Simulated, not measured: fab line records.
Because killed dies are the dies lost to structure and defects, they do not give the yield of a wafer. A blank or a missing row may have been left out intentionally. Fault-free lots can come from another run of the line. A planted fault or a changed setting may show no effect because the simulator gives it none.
A struck lot beside a sound one :: flow sfqLine :: 24 steps out of a route of 325
Sound: the wafers L248.1, L248.3, L248.6. Wafers L258.2, L258.3, L258.4 were the ones struck. Last of all comes the cause.
At each step with rows: each side's tool, then ch and its chambers, then its first start. Under that, the readings that differ: sound wafers :: struck wafers :: difference of the means :: sigmas: that difference in standard deviations of wafers without a fault.
alike: a reading whose means differ by less than 2 such deviations, as well as words and numbers matching on both sides. not compared: withheld readings; readings where some wafer has no value; bounds like >300 that might hide an equal value; numbers whose values overlap and for which the record gives no deviation.
The two part at a step that has a row with sigmas, a row that says differs or no value, or rows on one side only. Numbers that don't overlap but have no deviation are shown without sigmas and don't part them. A reading that every wafer of one side lacks parts them only if that side has two wafers or more.

first, 6 steps without rows for these wafers: SFQ_TRILAYER_I1_VIA_LITHO_COAT_054 (resist thk 62 nm); SFQ_TRILAYER_I1_VIA_LITHO_COAT_049 (resist thk 650 nm); SFQ_TRILAYER_I1_VIA_LITHO_SOFTBAKE_053; SFQ_TRILAYER_I1_VIA_LITHO_EXPOSE_050 (exposes mask I1, target cd 500 nm); SFQ_TRILAYER_I1_VIA_LITHO_PEB_052 (peb time 60 s); SFQ_TRILAYER_I1_VIA_LITHO_DEVELOP_051 (time 60 s).
SFQ_I1_OVL_MEAS_913:
  struck on overlay-01, day 33 00:22; sound on overlay-01, day 11 10:39
reading: I1_OVL (nm)
sound: -9 -6 -10
struck: 6 8 8
difference: +16
sigmas: +2
SFQ_TRILAYER_I1_VIA_BARC_OPEN_VIA_ETCH_071: etches BARC in O2, target depth 125 nm, time 41.7 s.
  sound on rieDiel-04 ch 1,2,3, day 11 10:41; struck on rieDiel-03 ch 0,2,3, day 33 00:24
  alike: drypumpMotorCurrentA, oesProductAu
  not compared: rfHoursCounterH
SFQ_TRILAYER_I1_VIA_ETCH_VIA_ETCH_052: etches SiO2 in CHF3, stops on Nb, target depth 260 nm.
  sound on rieDiel-04 ch 1,2,3, day 11 10:43; struck on rieDiel-03 ch 0,2,3, day 33 00:26
  alike: drypumpMotorCurrentA, oesProductAu
SFQ_TRILAYER_I1_VIA_STRIP_STRIP_053: strips in O2.
  sound on rieMetal-04 ch 0,1, day 11 10:50; struck on rieMetal-04 ch 0,1, day 33 00:33
  alike: drypumpMotorCurrentA, oesProductAu
  not compared: rfHoursCounterH
then, 2 steps without rows for these wafers: SFQ_TRILAYER_I1_VIA_STRIP_SOLV_CLEAN_054 (cleans in NMP, time 600 s); SFQ_TRILAYER_M2_DEP_PRE_CLEAN_056 (time 22.5 s).
SFQ_TRILAYER_M2_DEP_SPUTTER_055: material Nb, target thk 200 nm, time 133.3 s.
  struck on pvdSputter-05, day 33 01:37; sound on pvdSputter-03, day 11 11:38
  alike: throttleValvePct
SFQ_M2_RS_MEAS_914: the measuring method here is four-point-probe.
  struck on filmMetro-03, day 33 01:43; sound on filmMetro-04, day 11 11:44
reading: M2_NB_RS (ohm/sq)
sound: 0.897 0.888 0.892
struck: 0.441 0.441 0.443
difference: -0.451
sigmas: -65
then, 6 steps without rows for these wafers: SFQ_TRILAYER_M2_LITHO_COAT_062 (resist thk 62 nm); SFQ_TRILAYER_M2_LITHO_COAT_057 (resist thk 600 nm); SFQ_TRILAYER_M2_LITHO_SOFTBAKE_061; SFQ_TRILAYER_M2_LITHO_EXPOSE_058 (exposes mask M2, target cd 500 nm); SFQ_TRILAYER_M2_LITHO_PEB_060 (peb time 60 s); SFQ_TRILAYER_M2_LITHO_DEVELOP_059 (time 60 s).
SFQ_M2_OVL_MEAS_916:
  struck on overlay-01, day 33 04:08; sound on overlay-01, day 15 21:47
  alike: M2_OVL
SFQ_TRILAYER_M2_BARC_OPEN_METAL_ETCH_077: etches BARC in O2, target depth 125 nm, time 41.7 s.
  sound on rieMetal-01 ch 0,1, day 15 21:49; struck on rieMetal-03 ch 0,1, day 33 04:10
  alike: drypumpMotorCurrentA, oesProductAu
  not compared: rfHoursCounterH
SFQ_TRILAYER_M2_ETCH_METAL_ETCH_060: etches Nb in Cl2/Ar, stops on SiO2, target depth 240 nm, time 120 s.
  sound on rieMetal-01 ch 0,1, day 15 21:53; struck on rieMetal-03 ch 0,1, day 33 04:14
reading: oesProductAu (a.u.)
sound: 0.893 0.897 0.901
struck: 0.995 1.002 0.999
difference: +0.102
sigmas: +17

reading: model.etch.depthNm (nm)
sound: 198.9 200.5 199.7
struck: 237.2 239.5 239.1
difference: +38.9
sigmas: 

reading: model.M2.featureDepthNm (nm)
sound: 198.9 200.5 199.7
struck: 237.2 239.5 239.1
difference: +38.9
sigmas: 
  alike: drypumpMotorCurrentA
  not compared: rfHoursCounterH
SFQ_TRILAYER_M2_STRIP_STRIP_061: strips in O2.
  sound on rieMetal-01 ch 0,1, day 15 22:01; struck on rieMetal-03 ch 0,1, day 33 04:21
  alike: drypumpMotorCurrentA, oesProductAu
  not compared: rfHoursCounterH

## WHERE THEY PART
At SFQ_I1_OVL_MEAS_913 first; at SFQ_TRILAYER_M2_ETCH_METAL_ETCH_060 last (within this record only). Later steps at which nothing parts them and some readings are alike: SFQ_TRILAYER_M2_STRIP_STRIP_061.

WHY: whatever the simulator had introduced
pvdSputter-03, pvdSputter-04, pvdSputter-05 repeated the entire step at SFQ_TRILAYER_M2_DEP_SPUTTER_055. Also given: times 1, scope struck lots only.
